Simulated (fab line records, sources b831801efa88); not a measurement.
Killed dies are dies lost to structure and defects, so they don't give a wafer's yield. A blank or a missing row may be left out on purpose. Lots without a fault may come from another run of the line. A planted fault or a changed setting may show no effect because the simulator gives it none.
Tool commonality check | flow gf180mcu | 14 lots, 42 wafers sampled

WHY IT WAS OPENED
At GF_HV_LDD_TW_MEAS_23 the reading HV_LDD_2_TW is flagged on 2 of 14 lots. Wafers without a fault read 1063, standard deviation 5.6.
Rule: a lot is flagged when every wafer of it that has a number lies more than 4 standard deviations from that mean, or none has a number. The other lots count as sound.

lot  | measured     | on            | HV_LDD_2_TW, wafer by wafer | flag
L593 | day 11 23:07 | film_metro-03 | 1064 1063 1060              |
L594 | day 12 01:41 | film_metro-04 | 1060 1059 1065              |
L597 | day 13 01:48 | film_metro-03 | 1054 1059 1054              |
L599 | day 13 17:08 | film_metro-03 | 1057 1059 1053              |
L601 | day 14 11:34 | film_metro-03 | 1067 1060 1060              |
L602 | day 14 19:31 | film_metro-03 | 1110 1109 1108              | FLAGGED
L603 | day 15 01:12 | film_metro-02 | 1109 1117 1109              | FLAGGED
L606 | day 15 21:46 | film_metro-03 | 1063 1065 1059              |
L608 | day 16 10:10 | film_metro-04 | 1067 1061 1064              |
L609 | day 16 22:41 | film_metro-02 | 1058 1067 1057              |
L610 | day 17 07:22 | film_metro-02 | 1071 1071 1064              |
L611 | day 17 18:01 | film_metro-04 | 1077 1069 1074              |
L612 | day 17 21:43 | film_metro-03 | 1055 1057 1049              |
L613 | day 18 02:09 | film_metro-04 | 1062 1066 1067              |
The numbers of the flagged lots are 1110 on average: +47 against the usual, or +8 standard deviations.

WHICH TOOL RAN EACH LOT
The record holds 1 process step before the reading, out of a route of 602 steps. In each cell: the tool, then ch and the chambers that the sampled wafers went through, then the start.
lot  | flag    | GF_HV_LDD_IMPLANT_21
L593 |         | implanter-02 ch 0, day 11 22:53
L594 |         | implanter-02 ch 0, day 12 01:26
L597 |         | implanter-03 ch 0, day 13 01:33
L599 |         | implanter-01 ch 0, day 13 16:55
L601 |         | implanter-02 ch 0, day 14 11:20
L602 | FLAGGED | implanter-01 ch 0, day 14 19:16
L603 | FLAGGED | implanter-01 ch 0, day 15 00:57
L606 |         | implanter-03 ch 0, day 15 21:31
L608 |         | implanter-02 ch 0, day 16 09:55
L609 |         | implanter-02 ch 0, day 16 22:26
L610 |         | implanter-03 ch 0, day 17 07:08
L611 |         | implanter-01 ch 0, day 17 17:46
L612 |         | implanter-03 ch 0, day 17 21:29
L613 |         | implanter-02 ch 0, day 18 01:55
What these steps do:
- GF_HV_LDD_IMPLANT_21
- GF_HV_LDD_TW_MEAS_23

FLAGGED OVER TOTAL, TOOL BY TOOL (the gauges that took the reading come last)
step                 | tool          | lots run | flagged | share of the flagged lots | sound lots run after its first flagged lot
GF_HV_LDD_IMPLANT_21 | implanter-01  | 4        | 2       | all                       | 1 (L611)
GF_HV_LDD_IMPLANT_21 | implanter-02  | 6        | 0       | none                      | -
GF_HV_LDD_IMPLANT_21 | implanter-03  | 4        | 0       | none                      | -
GF_HV_LDD_TW_MEAS_23 | film_metro-02 | 3        | 1       | some                      | 2 (L609,L610)
GF_HV_LDD_TW_MEAS_23 | film_metro-03 | 7        | 1       | some                      | 2 (L606,L612)
GF_HV_LDD_TW_MEAS_23 | film_metro-04 | 4        | 0       | none                      | -

WHAT THE TABLE ALLOWS
1 row of the table ran every flagged lot: implanter-01 at GF_HV_LDD_IMPLANT_21.
- implanter-01 at GF_HV_LDD_IMPLANT_21: 2 of its 4 lots flagged. Sound lots ran on it after the first flagged one (L611), which a lasting fault on the whole tool wouldn't allow. Its own readings lie more than 4 standard deviations out on every wafer of the flagged lots: dose_ions_cm2, faraday_current_uA.
No row of the table ran every flagged lot and no sound lot after the first.

WHAT THE SIMULATOR HAD PUT IN
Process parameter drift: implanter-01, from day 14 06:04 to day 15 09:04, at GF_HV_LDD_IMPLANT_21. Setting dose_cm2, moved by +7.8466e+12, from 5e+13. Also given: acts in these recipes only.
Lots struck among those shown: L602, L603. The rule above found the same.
